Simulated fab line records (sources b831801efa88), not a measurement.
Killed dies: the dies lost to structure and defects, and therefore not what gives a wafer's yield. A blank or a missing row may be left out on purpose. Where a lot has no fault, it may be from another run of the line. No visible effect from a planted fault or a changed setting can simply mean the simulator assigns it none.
Which tool did it?    flow gf180mcu    13 lots with 39 wafers sampled at 2 steps, on a route of 602 steps

## WHAT THE GAUGES READ, wafer by wafer
GF_V5_THK_MEAS_03. Usual: V5_CVD_02_THK 1448 nm, standard deviation 19.
lot   measured      on             V5_CVD_02_THK (nm)  flag
L601  day 26 07:29  film metro-04  1417 1425 1458      
L602  day 26 21:29  film metro-02  1441 1449 1478      
L603  day 27 11:29  film metro-02  1456 1422 1460      
L604  day 27 13:13  film metro-04  1433 1425 1432      
L605  day 28 04:06  film metro-03  1454 1452 1444      
L606  day 28 05:56  film metro-03  1470 1444 1483      
L607  day 28 11:48  film metro-02  1438 1449 1466      
L611  day 29 09:55  film metro-04  1450 1454 1487      
L612  day 29 20:44  film metro-03  1444 1469 1443      
L614  day 30 07:32  film metro-04  1426 1456 1448      
L618  day 31 12:46  film metro-02  1424 1422 1472      
L622  day 32 09:46  film metro-02  1433 1478 1456      
L623  day 32 15:08  film metro-04  1431 1477 1447      

## EACH LOT AND THE TOOL THAT RAN IT (in order: tool; ch and the chambers of the sampled wafers; start)
lot   GF_STI_OXIDATION_21
L601  furnace-01 ch 0, day 2 03:42
L602  furnace-02 ch 0, day 2 09:09
L603  furnace-01 ch 0, day 2 17:06
L604  furnace-02 ch 0, day 2 18:49
L605  furnace-02 ch 0, day 3 00:22
L606  furnace-01 ch 0, day 3 04:24
L607  furnace-02 ch 0, day 3 09:01
L611  furnace-01 ch 0, day 4 07:58
L612  furnace-01 ch 0, day 4 10:40
L614  furnace-02 ch 0, day 4 21:50
L618  furnace-02 ch 0, day 5 17:29
L622  furnace-02 ch 0, day 6 15:07
L623  furnace-02 ch 0, day 6 19:26
- GF_STI_OXIDATION_21: stabilise 600 s, purge 300 s, target thk 15 nm.

## AS READ BY THE TOOLS THEMSELVES (means over the sampled wafers that have a number; for cases with no such wafer, the mark the record gives instead)
GF_STI_OXIDATION_21. Usual: tube center temp C 999.99 C, standard deviation 0.098; zone power bottom pct 33.9 %, standard deviation 0.37.
lot   tool        tube center temp C (C)  zone power bottom pct (%)  flag
L601  furnace-01  1000.01                 33.8                       
L602  furnace-02  1000.07                 33.9                       
L603  furnace-01  1000.06                 33.9                       
L604  furnace-02  999.90                  34.0                       
L605  furnace-02  1000.04                 34.1                       
L606  furnace-01  999.97                  34.2                       
L607  furnace-02  999.98                  33.7                       
L611  furnace-01  999.97                  33.7                       
L612  furnace-01  1000.01                 33.6                       
L614  furnace-02  1000.03                 34.1                       
L618  furnace-02  999.97                  34.2                       
L622  furnace-02  999.98                  34.0                       
L623  furnace-02  999.90                  34.0                       

## THE ANSWER, worked out from the rows above alone
Rule: a lot counts as off when the mean over its wafers that have a number is more than 3 standard deviations away from the usual mean. A lot without any number at a reading at which 4 lots or more have one is off too. Where the step has rows for the other lots, those lots are counted as sound. After the gauges, taken in route order, come the tools' own readings; for these a lot's mean is taken, as printed above. At the first step where some lot is off, the reading lying furthest off is the one used; lots without a number count as furthest.
No lot is off on any of the readings shown, so nothing can be concluded from this.

## WHAT THE SIMULATOR HAD INSERTED
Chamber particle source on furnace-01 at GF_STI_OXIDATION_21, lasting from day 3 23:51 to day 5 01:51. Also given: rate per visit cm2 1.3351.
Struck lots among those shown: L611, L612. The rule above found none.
